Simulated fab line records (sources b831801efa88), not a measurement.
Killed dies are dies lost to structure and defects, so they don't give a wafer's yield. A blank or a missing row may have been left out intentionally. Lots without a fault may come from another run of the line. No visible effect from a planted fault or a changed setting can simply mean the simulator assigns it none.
What tool caused it? :: flow gf180mcu :: 24 lots, 72 wafers sampled, at 6 steps of a route of 602

== WHAT THE GAUGES SHOWED, per wafer ==
GF_V3_THK_MEAS_03.
lot: L074
measured: day 21 06:13
on: filmMetro-03
V3_CVD_02_THK (nm): 850 863 855

lot: L075
measured: day 21 14:13
on: filmMetro-03
V3_CVD_02_THK (nm): 836 833 846

lot: L076
measured: day 21 20:53
on: filmMetro-04
V3_CVD_02_THK (nm): 841 835 869

lot: L077
measured: day 22 12:02
on: filmMetro-04
V3_CVD_02_THK (nm): 833 829 842

lot: L078
measured: day 22 17:32
on: filmMetro-04
V3_CVD_02_THK (nm): 837 840 856

lot: L079
measured: day 23 00:16
on: filmMetro-01
V3_CVD_02_THK (nm): 848 856 853

lot: L080
measured: day 23 14:47
on: filmMetro-01
V3_CVD_02_THK (nm): 856 858 853

lot: L081
measured: day 23 21:31
on: filmMetro-01
V3_CVD_02_THK (nm): 843 834 853

lot: L082
measured: day 24 03:12
on: filmMetro-04
V3_CVD_02_THK (nm): 842 851 849

lot: L083
measured: day 24 15:55
on: filmMetro-01
V3_CVD_02_THK (nm): 844 833 846

lot: L084
measured: day 24 21:43
on: filmMetro-04
V3_CVD_02_THK (nm): 831 840 851

lot: L085
measured: day 25 07:10
on: filmMetro-03
V3_CVD_02_THK (nm): 841 840 844

lot: L086
measured: day 25 10:19
on: filmMetro-04
V3_CVD_02_THK (nm): 822 849 845

lot: L087
measured: day 26 04:26
on: filmMetro-03
V3_CVD_02_THK (nm): 843 852 862

lot: L088
measured: day 26 07:17
on: filmMetro-03
V3_CVD_02_THK (nm): 845 851 853

lot: L089
measured: day 26 15:45
on: filmMetro-01
V3_CVD_02_THK (nm): 843 863 842

lot: L090
measured: day 26 23:19
on: filmMetro-04
V3_CVD_02_THK (nm): 836 838 855

lot: L091
measured: day 27 04:19
on: filmMetro-01
V3_CVD_02_THK (nm): 846 861 862

lot: L092
measured: day 27 13:38
on: filmMetro-03
V3_CVD_02_THK (nm): 846 838 840

lot: L093
measured: day 27 20:02
on: filmMetro-01
V3_CVD_02_THK (nm): 845 862 853

lot: L094
measured: day 28 06:17
on: filmMetro-03
V3_CVD_02_THK (nm): 840 836 844

lot: L095
measured: day 28 11:28
on: filmMetro-03
V3_CVD_02_THK (nm): 841 846 856

lot: L096
measured: day 28 15:55
on: filmMetro-03
V3_CVD_02_THK (nm): 831 848 848

lot: L097
measured: day 28 19:14
on: filmMetro-04
V3_CVD_02_THK (nm): 850 835 851

GF_PASSIVATION_THK_MEAS_03.
lot: L074
measured: day 28 02:00
on: filmMetro-03
PASSIVATION_CVD_02_THK (nm): 685 681 685

lot: L075
measured: day 28 10:13
on: filmMetro-04
PASSIVATION_CVD_02_THK (nm): 693 694 704

lot: L076
measured: day 28 15:03
on: filmMetro-03
PASSIVATION_CVD_02_THK (nm): 695 686 707

lot: L077
measured: day 29 02:30
on: filmMetro-03
PASSIVATION_CVD_02_THK (nm): 687 695 698

lot: L078
measured: day 29 08:10
on: filmMetro-04
PASSIVATION_CVD_02_THK (nm): 694 703 698

lot: L079
measured: day 29 12:41
on: filmMetro-02
PASSIVATION_CVD_02_THK (nm): 690 705 699

lot: L080
measured: day 30 00:47
on: filmMetro-02
PASSIVATION_CVD_02_THK (nm): 711 701 702

lot: L081
measured: day 30 11:53
on: filmMetro-02
PASSIVATION_CVD_02_THK (nm): 712 704 718

lot: L082
measured: day 30 12:21
on: filmMetro-04
PASSIVATION_CVD_02_THK (nm): 695 707 707

lot: L083
measured: day 30 19:11
on: filmMetro-03
PASSIVATION_CVD_02_THK (nm): 694 694 709

lot: L084
measured: day 31 01:33
on: filmMetro-03
PASSIVATION_CVD_02_THK (nm): 706 695 717

lot: L085
measured: day 31 08:49
on: filmMetro-04
PASSIVATION_CVD_02_THK (nm): 693 707 702

lot: L086
measured: day 31 11:23
on: filmMetro-04
PASSIVATION_CVD_02_THK (nm): 688 686 694

lot: L087
measured: day 32 00:25
on: filmMetro-02
PASSIVATION_CVD_02_THK (nm): 697 694 699

lot: L088
measured: day 32 03:31
on: filmMetro-02
PASSIVATION_CVD_02_THK (nm): 701 709 717

lot: L089
measured: day 32 09:07
on: filmMetro-03
PASSIVATION_CVD_02_THK (nm): 689 691 701

lot: L090
measured: day 32 22:07
on: filmMetro-04
PASSIVATION_CVD_02_THK (nm): 700 700 712

lot: L091
measured: day 32 22:35
on: filmMetro-04
PASSIVATION_CVD_02_THK (nm): 698 705 700

lot: L092
measured: day 33 03:21
on: filmMetro-02
PASSIVATION_CVD_02_THK (nm): 697 696 697

lot: L093
measured: day 33 09:19
on: filmMetro-04
PASSIVATION_CVD_02_THK (nm): 682 700 706

lot: L094
measured: day 33 16:50
on: filmMetro-03
PASSIVATION_CVD_02_THK (nm): 683 696 701

lot: L095
measured: day 33 21:31
on: filmMetro-03
PASSIVATION_CVD_02_THK (nm): 698 703 703

lot: L096
measured: day 34 01:56
on: filmMetro-02
PASSIVATION_CVD_02_THK (nm): 704 707 707

lot: L097
measured: day 34 04:07
on: filmMetro-03
PASSIVATION_CVD_02_THK (nm): 703 700 696

== EACH LOT AND THE TOOL THAT RAN IT (in order: tool; ch and the chambers of the sampled wafers; start) ==
lot: L074
GF_V2_CMP_04: cmp-01 ch 0,1,3, day 19 03:11
GF_V2_ETCH_17: rieDiel-04 ch 0,2,3, day 21 06:13 or earlier
GF_V4_CVD_02: pecvd-02 ch 0,1,2, day 23 07:50
GF_V4_SPUTTER_22: pvdSputter-04, day 24 08:05

lot: L075
GF_V2_CMP_04: cmp-01 ch 0,1, day 19 10:44
GF_V2_ETCH_17: rieDiel-03 ch 0,1, day 21 14:13 or earlier
GF_V4_CVD_02: pecvd-01 ch 0,2, day 23 16:35
GF_V4_SPUTTER_22: pvdSputter-04, day 24 17:30

lot: L076
GF_V2_CMP_04: cmp-02 ch 1,2,3, day 19 18:28
GF_V2_ETCH_17: rieDiel-01 ch 0,1,2, day 21 20:53 or earlier
GF_V4_CVD_02: pecvd-01 ch 0,2, day 23 22:08
GF_V4_SPUTTER_22: pvdSputter-01, day 24 22:14

lot: L077
GF_V2_CMP_04: cmp-02 ch 0,1,3, day 20 08:44
GF_V2_ETCH_17: rieDiel-04 ch 1,2, day 22 12:02 or earlier
GF_V4_CVD_02: pecvd-03 ch 0,1, day 24 12:21
GF_V4_SPUTTER_22: pvdSputter-04, day 25 11:59

lot: L078
GF_V2_CMP_04: cmp-02 ch 0,1,2, day 20 15:29
GF_V2_ETCH_17: rieDiel-01 ch 0,1,2, day 22 17:32 or earlier
GF_V4_CVD_02: pecvd-01 ch 1,2, day 24 18:41
GF_V4_SPUTTER_22: pvdSputter-02, day 25 18:28

lot: L079
GF_V2_CMP_04: cmp-02 ch 0,2,3, day 20 22:28
GF_V2_ETCH_17: rieDiel-04 ch 0,1,2, day 23 00:16 or earlier
GF_V4_CVD_02: pecvd-01 ch 0,1,2, day 25 01:13
GF_V4_SPUTTER_22: pvdSputter-04, day 26 00:31

lot: L080
GF_V2_CMP_04: cmp-02 ch 1,2, day 21 12:08
GF_V2_ETCH_17: rieDiel-04 ch 0,1,2, day 23 14:47 or earlier
GF_V4_CVD_02: pecvd-03 ch 0,1,2, day 25 14:36
GF_V4_SPUTTER_22: pvdSputter-04, day 26 12:50

lot: L081
GF_V2_CMP_04: cmp-01 ch 0,1,3, day 21 20:16
GF_V2_ETCH_17: rieDiel-01 ch 1,2,3, day 23 21:31 or earlier
GF_V4_CVD_02: pecvd-03 ch 0,1, day 25 22:07
GF_V4_SPUTTER_22: pvdSputter-04, day 26 19:37

lot: L082
GF_V2_CMP_04: cmp-01 ch 1,3, day 22 01:35
GF_V2_ETCH_17: rieDiel-03 ch 0,2,3, day 24 03:12 or earlier
GF_V4_CVD_02: pecvd-03 ch 0,1, day 26 02:16
GF_V4_SPUTTER_22: pvdSputter-01, day 26 23:55

lot: L083
GF_V2_CMP_04: cmp-02 ch 0,2,3, day 22 14:20
GF_V2_ETCH_17: rieDiel-01 ch 1,3, day 24 15:55 or earlier
GF_V4_CVD_02: pecvd-01 ch 1,2, day 26 13:27
GF_V4_SPUTTER_22: pvdSputter-02, day 27 11:19

lot: L084
GF_V2_CMP_04: cmp-01 ch 0,1,3, day 22 20:07
GF_V2_ETCH_17: rieDiel-03 ch 0,1,3, day 24 21:43 or earlier
GF_V4_CVD_02: pecvd-01 ch 0,2, day 26 18:40
GF_V4_SPUTTER_22: pvdSputter-01, day 27 16:29

lot: L085
GF_V2_CMP_04: cmp-01 ch 0,1,3, day 23 07:14
GF_V2_ETCH_17: rieDiel-04 ch 0,2,3, day 25 07:10 or earlier
GF_V4_CVD_02: pecvd-03 ch 1,2, day 27 03:48
GF_V4_SPUTTER_22: pvdSputter-01, day 28 00:59

lot: L086
GF_V2_CMP_04: cmp-02 ch 1,2,3, day 23 09:34
GF_V2_ETCH_17: rieDiel-04 ch 1,3, day 25 10:19 or earlier
GF_V4_CVD_02: pecvd-02 ch 1,2, day 27 07:49
GF_V4_SPUTTER_22: pvdSputter-04, day 28 04:59

lot: L087
GF_V2_CMP_04: cmp-02 ch 0,2,3, day 24 05:58
GF_V2_ETCH_17: rieDiel-03 ch 0,3, day 26 04:26 or earlier
GF_V4_CVD_02: pecvd-02 ch 0,2, day 27 23:52
GF_V4_SPUTTER_22: pvdSputter-02, day 28 20:41

lot: L088
GF_V2_CMP_04: cmp-02 ch 1,2, day 24 08:53
GF_V2_ETCH_17: rieDiel-03 ch 0,1, day 26 07:17 or earlier
GF_V4_CVD_02: pecvd-02 ch 0,1,2, day 28 02:48
GF_V4_SPUTTER_22: pvdSputter-04, day 28 23:31

lot: L089
GF_V2_CMP_04: cmp-01 ch 0,2,3, day 24 16:56
GF_V2_ETCH_17: rieDiel-03 ch 1,3, day 26 15:45 or earlier
GF_V4_CVD_02: pecvd-01 ch 1,2, day 28 10:27
GF_V4_SPUTTER_22: pvdSputter-01, day 29 06:55

lot: L090
GF_V2_CMP_04: cmp-01 ch 0,1,2, day 25 01:46
GF_V2_ETCH_17: rieDiel-03 ch 2,3, day 26 23:19 or earlier
GF_V4_CVD_02: pecvd-01 ch 0,1, day 28 17:42
GF_V4_SPUTTER_22: pvdSputter-01, day 29 14:10

lot: L091
GF_V2_CMP_04: cmp-01 ch 0,2,3, day 25 07:56
GF_V2_ETCH_17: rieDiel-03 ch 0,1,3, day 27 04:19 or earlier
GF_V4_CVD_02: pecvd-02 ch 0,1,2, day 28 21:56
GF_V4_SPUTTER_22: pvdSputter-02, day 29 18:25

lot: L092
GF_V2_CMP_04: cmp-01 ch 0,1,3, day 25 15:59
GF_V2_ETCH_17: rieDiel-03 ch 0,1,2, day 27 13:38 or earlier
GF_V4_CVD_02: pecvd-03 ch 0,1,2, day 29 06:45
GF_V4_SPUTTER_22: pvdSputter-01, day 30 02:25

lot: L093
GF_V2_CMP_04: cmp-02 ch 1,2, day 26 00:07
GF_V2_ETCH_17: rieDiel-03 ch 0,1,2, day 27 20:02 or earlier
GF_V4_CVD_02: pecvd-03 ch 0,1,2, day 29 13:37
GF_V4_SPUTTER_22: pvdSputter-01, day 30 08:46

lot: L094
GF_V2_CMP_04: cmp-02 ch 0,2,3, day 26 10:55
GF_V2_ETCH_17: rieDiel-04 ch 1,3, day 28 06:17 or earlier
GF_V4_CVD_02: pecvd-01 ch 0,1,2, day 29 22:53
GF_V4_SPUTTER_22: pvdSputter-01, day 30 17:04

lot: L095
GF_V2_CMP_04: cmp-01 ch 0,1,2, day 26 16:13
GF_V2_ETCH_17: rieDiel-04 ch 1,2,3, day 28 11:28 or earlier
GF_V4_CVD_02: pecvd-02 ch 0,1,2, day 30 04:09
GF_V4_SPUTTER_22: pvdSputter-04, day 30 22:31

lot: L096
GF_V2_CMP_04: cmp-01 ch 1,2,3, day 26 21:15
GF_V2_ETCH_17: rieDiel-04 ch 1,2, day 28 15:55 or earlier
GF_V4_CVD_02: pecvd-03 ch 1, day 30 07:53
GF_V4_SPUTTER_22: pvdSputter-02, day 31 02:48

lot: L097
GF_V2_CMP_04: cmp-01 ch 0,1,2, day 27 00:34
GF_V2_ETCH_17: rieDiel-03 ch 0,2,3, day 28 19:14 or earlier
GF_V4_CVD_02: pecvd-03 ch 0,1, day 30 10:56
GF_V4_SPUTTER_22: pvdSputter-02, day 31 06:51
- GF_V2_CMP_04: polishes SiO2.
- GF_V2_ETCH_17: etches SiO2 in C4F8/O2/Ar, stops on TiN, target depth 630 nm.
- GF_V4_CVD_02: deposits SiO2 from TEOS, target thk 850 nm, time 94.851 s.
- GF_V4_SPUTTER_22: material TiN, target thk 10 nm, time 40 s.

== AS READ BY THE TOOLS THEMSELVES (means over the sampled wafers that have a number; for cases with no such wafer, the mark the record gives instead) ==
GF_V2_CMP_04.
lot: L074
tool: cmp-01
motorCurrentA (A): 11.4
timeToEndpointS (s): 80

lot: L075
tool: cmp-01
motorCurrentA (A): 11.8
timeToEndpointS (s): 77

lot: L076
tool: cmp-02
motorCurrentA (A): 11.9
timeToEndpointS (s): 75

lot: L077
tool: cmp-02
motorCurrentA (A): 11.1
timeToEndpointS (s): 82

lot: L078
tool: cmp-02
motorCurrentA (A): 11.8
timeToEndpointS (s): 76

lot: L079
tool: cmp-02
motorCurrentA (A): 12.2
timeToEndpointS (s): 82

lot: L080
tool: cmp-02
motorCurrentA (A): 11.1
timeToEndpointS (s): 82

lot: L081
tool: cmp-01
motorCurrentA (A): 11.4
timeToEndpointS (s): 83

lot: L082
tool: cmp-01
motorCurrentA (A): 10.8
timeToEndpointS (s): 78

lot: L083
tool: cmp-02
motorCurrentA (A): 12.1
timeToEndpointS (s): 77

lot: L084
tool: cmp-01
motorCurrentA (A): 11.2
timeToEndpointS (s): 81

lot: L085
tool: cmp-01
motorCurrentA (A): 11.3
timeToEndpointS (s): 87

lot: L086
tool: cmp-02
motorCurrentA (A): 12.1
timeToEndpointS (s): 81

lot: L087
tool: cmp-02
motorCurrentA (A): 12.1
timeToEndpointS (s): 78

lot: L088
tool: cmp-02
motorCurrentA (A): 11.6
timeToEndpointS (s): 78

lot: L089
tool: cmp-01
motorCurrentA (A): 11.4
timeToEndpointS (s): 81

lot: L090
tool: cmp-01
motorCurrentA (A): 11.5
timeToEndpointS (s): 86

lot: L091
tool: cmp-01
motorCurrentA (A): 11.9
timeToEndpointS (s): 82

lot: L092
tool: cmp-01
motorCurrentA (A): 11.3
timeToEndpointS (s): 82

lot: L093
tool: cmp-02
motorCurrentA (A): 12.4
timeToEndpointS (s): 80

lot: L094
tool: cmp-02
motorCurrentA (A): 11.8
timeToEndpointS (s): 78

lot: L095
tool: cmp-01
motorCurrentA (A): 11.7
timeToEndpointS (s): 83

lot: L096
tool: cmp-01
motorCurrentA (A): 11.3
timeToEndpointS (s): 89

lot: L097
tool: cmp-01
motorCurrentA (A): 12.3
timeToEndpointS (s): 89

GF_V2_ETCH_17.
lot: L074
tool: rieDiel-04
oesProductAu (a.u.): 0.854

lot: L075
tool: rieDiel-03
oesProductAu (a.u.): 0.854

lot: L076
tool: rieDiel-01
oesProductAu (a.u.): 0.855

lot: L077
tool: rieDiel-04
oesProductAu (a.u.): 0.850

lot: L078
tool: rieDiel-01
oesProductAu (a.u.): 0.856

lot: L079
tool: rieDiel-04
oesProductAu (a.u.): 0.855

lot: L080
tool: rieDiel-04
oesProductAu (a.u.): 0.857

lot: L081
tool: rieDiel-01
oesProductAu (a.u.): 0.859

lot: L082
tool: rieDiel-03
oesProductAu (a.u.): 0.861

lot: L083
tool: rieDiel-01
oesProductAu (a.u.): 0.855

lot: L084
tool: rieDiel-03
oesProductAu (a.u.): 0.862

lot: L085
tool: rieDiel-04
oesProductAu (a.u.): 0.855

lot: L086
tool: rieDiel-04
oesProductAu (a.u.): 0.858

lot: L087
tool: rieDiel-03
oesProductAu (a.u.): 0.852

lot: L088
tool: rieDiel-03
oesProductAu (a.u.): 0.863

lot: L089
tool: rieDiel-03
oesProductAu (a.u.): 0.854

lot: L090
tool: rieDiel-03
oesProductAu (a.u.): 0.855

lot: L091
tool: rieDiel-03
oesProductAu (a.u.): 0.860

lot: L092
tool: rieDiel-03
oesProductAu (a.u.): 0.858

lot: L093
tool: rieDiel-03
oesProductAu (a.u.): 0.857

lot: L094
tool: rieDiel-04
oesProductAu (a.u.): 0.854

lot: L095
tool: rieDiel-04
oesProductAu (a.u.): 0.857

lot: L096
tool: rieDiel-04
oesProductAu (a.u.): 0.853

lot: L097
tool: rieDiel-03
oesProductAu (a.u.): 0.857

GF_V4_CVD_02.
lot: L074
tool: pecvd-02
heaterPowerW (W): 585
susceptorTempC (C): 399.97

lot: L075
tool: pecvd-01
heaterPowerW (W): 640
susceptorTempC (C): 400.04

lot: L076
tool: pecvd-01
heaterPowerW (W): 650
susceptorTempC (C): 399.71

lot: L077
tool: pecvd-03
heaterPowerW (W): 678
susceptorTempC (C): 399.85

lot: L078
tool: pecvd-01
heaterPowerW (W): 638
susceptorTempC (C): 399.86

lot: L079
tool: pecvd-01
heaterPowerW (W): 634
susceptorTempC (C): 400.12

lot: L080
tool: pecvd-03
heaterPowerW (W): 719
susceptorTempC (C): 400.07

lot: L081
tool: pecvd-03
heaterPowerW (W): 685
susceptorTempC (C): 399.92

lot: L082
tool: pecvd-03
heaterPowerW (W): 718
susceptorTempC (C): 400.03

lot: L083
tool: pecvd-01
heaterPowerW (W): 625
susceptorTempC (C): 400.13

lot: L084
tool: pecvd-01
heaterPowerW (W): 686
susceptorTempC (C): 400.07

lot: L085
tool: pecvd-03
heaterPowerW (W): 655
susceptorTempC (C): 400.12

lot: L086
tool: pecvd-02
heaterPowerW (W): 632
susceptorTempC (C): 400.01

lot: L087
tool: pecvd-02
heaterPowerW (W): 557
susceptorTempC (C): 400.16

lot: L088
tool: pecvd-02
heaterPowerW (W): 586
susceptorTempC (C): 399.90

lot: L089
tool: pecvd-01
heaterPowerW (W): 593
susceptorTempC (C): 400.10

lot: L090
tool: pecvd-01
heaterPowerW (W): 677
susceptorTempC (C): 400.04

lot: L091
tool: pecvd-02
heaterPowerW (W): 587
susceptorTempC (C): 399.82

lot: L092
tool: pecvd-03
heaterPowerW (W): 704
susceptorTempC (C): 399.95

lot: L093
tool: pecvd-03
heaterPowerW (W): 616
susceptorTempC (C): 400.08

lot: L094
tool: pecvd-01
heaterPowerW (W): 695
susceptorTempC (C): 400.13

lot: L095
tool: pecvd-02
heaterPowerW (W): 631
susceptorTempC (C): 399.96

lot: L096
tool: pecvd-03
heaterPowerW (W): 667
susceptorTempC (C): 399.98

lot: L097
tool: pecvd-03
heaterPowerW (W): 664
susceptorTempC (C): 400.00

GF_V4_SPUTTER_22.
lot: L074
tool: pvdSputter-04
throttleValvePct (%): 28.7

lot: L075
tool: pvdSputter-04
throttleValvePct (%): 28.9

lot: L076
tool: pvdSputter-01
throttleValvePct (%): 30.1

lot: L077
tool: pvdSputter-04
throttleValvePct (%): 28.8

lot: L078
tool: pvdSputter-02
throttleValvePct (%): 28.9

lot: L079
tool: pvdSputter-04
throttleValvePct (%): 28.0

lot: L080
tool: pvdSputter-04
throttleValvePct (%): 29.7

lot: L081
tool: pvdSputter-04
throttleValvePct (%): 28.8

lot: L082
tool: pvdSputter-01
throttleValvePct (%): 30.0

lot: L083
tool: pvdSputter-02
throttleValvePct (%): 29.6

lot: L084
tool: pvdSputter-01
throttleValvePct (%): 30.7

lot: L085
tool: pvdSputter-01
throttleValvePct (%): 30.0

lot: L086
tool: pvdSputter-04
throttleValvePct (%): 28.0

lot: L087
tool: pvdSputter-02
throttleValvePct (%): 29.8

lot: L088
tool: pvdSputter-04
throttleValvePct (%): 28.0

lot: L089
tool: pvdSputter-01
throttleValvePct (%): 30.8

lot: L090
tool: pvdSputter-01
throttleValvePct (%): 29.5

lot: L091
tool: pvdSputter-02
throttleValvePct (%): 29.5

lot: L092
tool: pvdSputter-01
throttleValvePct (%): 29.9

lot: L093
tool: pvdSputter-01
throttleValvePct (%): 30.0

lot: L094
tool: pvdSputter-01
throttleValvePct (%): 30.7

lot: L095
tool: pvdSputter-04
throttleValvePct (%): 29.6

lot: L096
tool: pvdSputter-02
throttleValvePct (%): 29.6

lot: L097
tool: pvdSputter-02
throttleValvePct (%): 29.6

== THE ANSWER, worked out from the rows above alone ==
Rule: what is usual is taken from the lots themselves. Put in order of their means at a reading, lots are off if they are a third of the lots or fewer, leave a main group of 4 or more, and stand apart from it by a gap of 3 or more times the standard deviation of the main group's means; of several such gaps the widest counts. Not used: any main group whose means are identical at the precision the tables above print for the reading. Also off: a lot with no number at a reading for which 4 or more lots have one. Where the step has rows for the other lots, those lots are counted as sound. The gauges are gone through in route order, then the tools' own readings, and for those a lot's mean is taken as printed above. At the first step where some lot is off, the reading lying furthest off is the one used; lots without a number count as furthest.
No lot is off on any of the readings shown, so nothing can be concluded from this.

== WHAT WAS PUT IN BY THE SIMULATOR ==
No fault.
